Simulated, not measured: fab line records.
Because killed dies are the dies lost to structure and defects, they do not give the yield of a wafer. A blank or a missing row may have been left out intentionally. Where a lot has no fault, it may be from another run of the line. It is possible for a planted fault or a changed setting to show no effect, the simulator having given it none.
Which tool is to blame? ; flow gf180mcu ; 14 lots, 42 wafers sampled, at 2 steps of a route of 602

WHAT THE GAUGES SHOWED, per wafer
GF_POLY_GATE_THK_MEAS_17.
lot;measured;on;POLY_GATE_OXIDATION_THK (nm)
L552;day 9 02:13;film_metro-01;4.11 4.07 4.02
L554;day 9 19:45;film_metro-01;3.94 3.96 4.03
L556;day 10 05:47;film_metro-04;3.91 3.88 3.89
L558;day 10 23:07;film_metro-01;4.08 4.04 4.01
L559;day 11 04:40;film_metro-03;3.96 3.98 3.86
L560;day 11 12:46;film_metro-04;3.91 3.98 3.86
L562;day 12 06:16;film_metro-03;3.95 4.01 4.02
L563;day 12 14:13;film_metro-01;3.95 3.95 3.96
L565;day 13 09:22;film_metro-04;4.09 3.95 4.06
L570;day 14 23:30;film_metro-04;3.98 3.97 3.96
L571;day 15 02:48;film_metro-04;4.02 4.11 3.94
L572;day 15 12:55;film_metro-01;4.00 3.95 4.00
L573;day 15 18:46;film_metro-01;3.98 3.86 3.92
L575;day 16 03:08;film_metro-03;3.93 3.93 3.90

GF_HV_LDD_CD_MEAS_07: the cd target is 400 nm.
lot;measured;on;cd_nm (nm)
L552;day 9 19:19;cd_sem-01;398.3 399.5 397.8
L554;day 10 13:56;cd_sem-01;400.3 399.9 397.9
L556;day 11 00:10;cd_sem-01;400.5 401.1 399.8
L558;day 11 16:52;cd_sem-02;397.3 396.5 397.7
L559;day 11 23:51;cd_sem-02;401.7 401.7 398.7
L560;day 12 07:58;cd_sem-01;399.0 397.7 398.7
L562;day 13 01:40;cd_sem-01;402.8 400.8 399.6
L563;day 13 10:02;cd_sem-02;399.0 397.2 398.7
L565;day 14 05:09;cd_sem-01;399.2 400.5 399.3
L570;day 15 20:52;cd_sem-02;399.9 401.1 400.3
L571;day 16 00:31;cd_sem-02;401.7 398.6 400.0
L572;day 16 10:54;cd_sem-02;399.0 399.2 401.3
L573;day 16 16:38;cd_sem-02;396.0 397.5 398.4
L575;day 17 01:40;cd_sem-01;401.4 401.1 400.7

TOOL THAT RAN EACH LOT (tool first, then ch and the chambers of the sampled wafers, then the start)
Before these readings, the record contains no process step.

AS READ BY THE TOOLS THEMSELVES (means over the sampled wafers that have a number; for cases with no such wafer, the mark the record gives instead)
The record holds no such reading with a usual standard deviation.

THE ANSWER, worked out from the rows above alone
Rule: the usual values come from the lots themselves. Put in order of their means at a reading, lots are off if they are a third of the lots or fewer, leave a main group of 4 or more, and stand apart from it by a gap of 3 or more times the standard deviation of the main group's means; of several such gaps the widest counts. If all means in a main group match to the digits the tables above print for the reading, that group is not used. A lot without any number at a reading at which 4 lots or more have one is off too. Any other lot the step has rows for is counted as sound. The gauges are gone through in route order, then the tools' own readings, and for those a lot's mean is taken as printed above. The first step at which some lot is off is used, and at that step the reading that is off furthest; a lot without a number counts as furthest.
Nothing can be told from this: no lot is off at any reading shown.

WHAT THE SIMULATOR PUT IN
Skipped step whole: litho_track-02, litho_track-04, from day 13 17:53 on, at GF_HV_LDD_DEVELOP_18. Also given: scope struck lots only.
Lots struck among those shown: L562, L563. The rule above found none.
